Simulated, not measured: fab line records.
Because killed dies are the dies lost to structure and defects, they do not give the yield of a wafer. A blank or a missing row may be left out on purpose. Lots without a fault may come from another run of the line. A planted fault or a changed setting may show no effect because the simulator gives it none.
A lot that was struck, set against a sound lot	flow sky130	18 steps out of a route of 708
Sound: the wafers L802.1, L802.4, L802.6. The struck wafers were L794.3, L794.4, L794.5. The cause comes at the end.
For every step that has rows: the tool of each side, followed by ch and its chambers, followed by its first start. Under that, the readings that differ: sound wafers	struck wafers	difference of the means	sigmas: that difference in standard deviations of wafers without a fault.
alike: readings with means less than 2 such deviations apart, plus words and numbers identical on both sides. not compared: withheld readings, readings lacking a value on some wafer, bounds such as >300 that could conceal the same value, and numbers that have no deviation in the record and whose values overlap.
A row with sigmas, a row that says differs or no value, or rows on one side alone: a step with any of these is where the two part. Numbers that don't overlap but have no deviation are shown without sigmas and don't part them. A reading that every wafer of one side lacks parts them only if that side has two wafers or more.

first, 3 steps without rows for these wafers: SKY_LDD_P_EXPOSE_04 (exposes mask PSDM, target cd 380 nm); SKY_LDD_P_PEB_05; SKY_LDD_P_DEVELOP_06 (develop time 60 s).
SKY_LDD_P_CD_MEAS_07: target cd 380 nm.
  struck on cd_sem-02, day 22 03:31; sound on cd_sem-02, day 24 10:23
reading	sound	struck	difference	sigmas
cd_nm (nm)	384.0 382.3 383.0	377.5 377.2 376.5	-6.0	-3
SKY_LDD_P_OVL_MEAS_08:
  struck on overlay-02, day 22 03:37; sound on overlay-02, day 24 10:30
  alike: LDD_P_OVL
following that, these wafers have no rows for 1 step: SKY_LDD_P_IMPLANT_09.
SKY_LDD_P_STRIP_10: strips in O2/N2.
  sound on plasma_asher-02 ch 0,1, day 24 10:41; struck on plasma_asher-02 ch 0,1, day 22 03:49
  alike: drypump_motor_current_A, oes_product_au, strip_time_to_endpoint_s
  not compared: rf_hours_counter_h
SKY_LDD_P_TW_MEAS_11:
  struck on film_metro-04, day 22 03:54; sound on film_metro-03, day 24 10:47
reading	sound	struck	difference	sigmas
LDD_P_TW	631 628 632	638 638 643	+9	+2
then, 4 steps without rows for these wafers: SKY_LDD_HVN_DEHYDRATE_00 (time 60 s); SKY_LDD_HVN_HMDS_01 (prime time 60 s); SKY_LDD_HVN_COAT_02 (resist thk 300 nm); SKY_LDD_HVN_SOFTBAKE_03 (time 60 s).
SKY_LDD_HVN_EXPOSE_04: exposes mask HVNTM, target cd 700 nm.
  sound on iline_stepper-01 ch 0, day 25 01:49; struck on iline_stepper-02 ch 0, day 22 18:16
reading	sound	struck	difference	sigmas
model.LDD_HVN.overlay_x_nm (nm)	0.1946 0.1946 0.1946	56.48 56.48 56.48	+56.29	
  alike: mask
then, 2 steps without rows for these wafers: SKY_LDD_HVN_PEB_05; SKY_LDD_HVN_DEVELOP_06 (develop time 60 s).
SKY_LDD_HVN_OVL_MEAS_07:
  struck on overlay-02, day 23 09:28; sound on overlay-01, day 25 17:05
reading	sound	struck	difference	sigmas
LDD_HVN_OVL (nm)	1.2 -0.2 0.0	55.9 56.1 55.0	+55.3	+43
following that, these wafers have no rows for 1 step: SKY_LDD_HVN_IMPLANT_08.
-- a jump in the record: the struck wafers' starts before and after are 24 days apart (it breaks off in module LDD_HVN and resumes in module PAD_OPEN, where the first step shown is number 708 of the route) --
SKY_PAD_OPEN_PROBE_99:
  struck on prober-02, day 47 19:35; sound on prober-01, day 49 07:00
  alike: killed_at_M0_to_M3, killed_at_M4_up, killed_at_contacts, killed_at_front_end, killed_at_other, killed_dies, killed_open, killed_short

== WHERE THEY PART ==
Last at SKY_LDD_HVN_OVL_MEAS_07 as far as this record goes, first at SKY_LDD_P_CD_MEAS_07. Later steps at which nothing parts them and some readings are alike: SKY_PAD_OPEN_PROBE_99.

WHY: whatever the simulator had introduced
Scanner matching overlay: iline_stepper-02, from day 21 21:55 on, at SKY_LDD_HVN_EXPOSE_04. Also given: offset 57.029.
